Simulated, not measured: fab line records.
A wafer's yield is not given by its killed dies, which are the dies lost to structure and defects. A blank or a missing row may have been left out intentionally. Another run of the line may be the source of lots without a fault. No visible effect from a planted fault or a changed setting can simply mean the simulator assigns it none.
One fault through the eyes of 2 desks	flow gf180mcu	what lay behind the numbers comes last; until then each desk has only its own

== AT THE TOOL OWNER'S DESK: litho track-02 ==
The tool's own readings at GF_M2_DEVELOP_13 (develop time 60 s): means of the sampled wafers that have a number, for each lot that ran on this tool. If a lot's mean is further than 4 standard deviations from the usual mean, the lot is out of limits and carries the mark OUT (the distance appears in the brackets).
Columns: A = chill plate temp C at GF_M2_DEVELOP_13, usual 23.02 C; B = exhaust pa at GF_M2_DEVELOP_13, usual 45.2 Pa
lot	first seen here	A	B
L655	day 24 04:36	22.96	45.8
This desk's finding: nothing out of limits on the one lot.

== THE METROLOGY DESK ==
What the gauges read for every lot (on any tool): the sampled wafers with a number, averaged. If a lot's mean is further than 4 standard deviations from the usual mean, the lot is out of limits and carries the mark OUT (the distance appears in the brackets).
Columns: A = M2_ALCU_RS at GF_M2_RS_MEAS_05, usual 0.0694 ohm/sq; B = M2_ALCU_THK at GF_M2_THK_MEAS_06, usual 446 nm; C = cd nm at GF_M2_CD_MEAS_14, usual 279.7 nm
lot	first seen here	A	B	C
L647	day 20 04:44	0.0691	448	279.4
L652	day 22 04:43	0.0690	447	-
L653	day 22 10:02	0.0689	453	-
L654	day 22 15:41	0.0699	442	279.2
L655	day 23 06:18	0.0691	446	280.1
L664	day 25 18:22	0.0702	440	278.4
This desk's finding: nothing out of limits on any of the 6 lots.

== TAKEN TOGETHER ==
The desk of the tool owner found nothing out of limits.
At the metrology desk, nothing out of limits was observed.

== WHAT WAS PUT IN BY THE SIMULATOR ==
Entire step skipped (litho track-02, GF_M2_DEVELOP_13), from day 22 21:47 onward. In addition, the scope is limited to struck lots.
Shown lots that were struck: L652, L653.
